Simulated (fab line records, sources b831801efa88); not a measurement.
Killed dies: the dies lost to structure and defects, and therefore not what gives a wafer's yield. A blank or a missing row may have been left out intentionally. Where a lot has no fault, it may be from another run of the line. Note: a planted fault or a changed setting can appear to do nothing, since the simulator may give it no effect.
Comparing a struck lot with a sound one + flow sky130 + 15 steps out of a route of 708
Sound: these wafers, L676.1, L676.3, L676.6. Wafers L689.1, L689.2, L689.3 were the ones struck. The cause is named last.
At each step with rows: each side's tool, then ch and its chambers, then its first start. Under that, the readings that differ: sound wafers + struck wafers + difference of the means + sigmas: that difference in standard deviations of wafers without a fault.
alike: readings whose means differ by less than 2 such deviations, and words and numbers that are the same on both sides. not compared: withheld readings, readings that some wafer has no value for, bounds like >300 that may hide the same value, and numbers for which the record gives no deviation and whose values overlap.
The two part at a step that has a row with sigmas, a row that says differs or no value, or rows on one side only. Numbers that don't overlap but have no deviation are shown without sigmas and don't part them. A reading missing from all wafers of one side parts the sides only when that side holds two or more wafers.

first, 4 steps without rows for these wafers: SKY_SD_P_SOFTBAKE_03 (time 60 s); SKY_SD_P_EXPOSE_04 (exposes mask PSDM, target cd 380 nm); SKY_SD_P_PEB_05; SKY_SD_P_DEVELOP_06 (develop time 60 s).
SKY_SD_P_CD_MEAS_07: target cd 380 nm.
  sound on cdSem-02 at day 26 22:34; struck on cdSem-02 at day 31 05:31
  alike: cdNm
SKY_SD_P_OVL_MEAS_08:
  sound on overlay-01 at day 26 22:41; struck on overlay-01 at day 31 05:38
  alike: SD_P_OVL
after that, 1 step had no rows for these wafers: SKY_SD_P_IMPLANT_09.
SKY_SD_P_STRIP_10: strips in O2/N2.
  sound on plasmaAsher-03 ch 0,1, day 26 22:52; struck on plasmaAsher-03 ch 0,1, day 31 05:49
  alike: drypumpMotorCurrentA, oesProductAu, stripTimeToEndpointS
  not compared: rfHoursCounterH
SKY_SD_P_TW_MEAS_11:
  sound on filmMetro-01 at day 26 22:58; struck on filmMetro-01 at day 31 05:55
  alike: SD_P_TW
then, 3 steps without rows for these wafers: SKY_RES_XHIGH_DEHYDRATE_00 (time 60 s); SKY_RES_XHIGH_HMDS_01 (prime time 60 s); SKY_RES_XHIGH_COAT_02 (resist thk 1140 nm).
SKY_RES_XHIGH_SOFTBAKE_03: time 60 s.
  sound on lithoTrack-04 ch 0, day 27 13:34; struck on lithoTrack-04 ch 0, day 31 19:16
| reading        | sound             | struck               | difference | sigmas |
|----------------|-------------------|----------------------|------------|--------|
| runLengthS (s) | 88.97 89.07 88.88 | 105.39 105.43 105.32 | +16.41     | +68    |
  alike: resistLineTempC
then, 1 step without rows for these wafers: SKY_RES_XHIGH_EXPOSE_04 (exposes mask URPM, target cd 1270 nm).
SKY_PAD_OPEN_PROBE_99:
  the record has rows for the sound wafers here (prober-01, day 46 19:57) and none for the struck ones

== WHERE THEY PART ==
Last at SKY_PAD_OPEN_PROBE_99 as far as this record goes, first at SKY_RES_XHIGH_SOFTBAKE_03.

WHY: the cause the simulator had injected
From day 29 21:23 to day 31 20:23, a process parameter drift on lithoTrack-04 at SKY_RES_XHIGH_SOFTBAKE_03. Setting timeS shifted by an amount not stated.
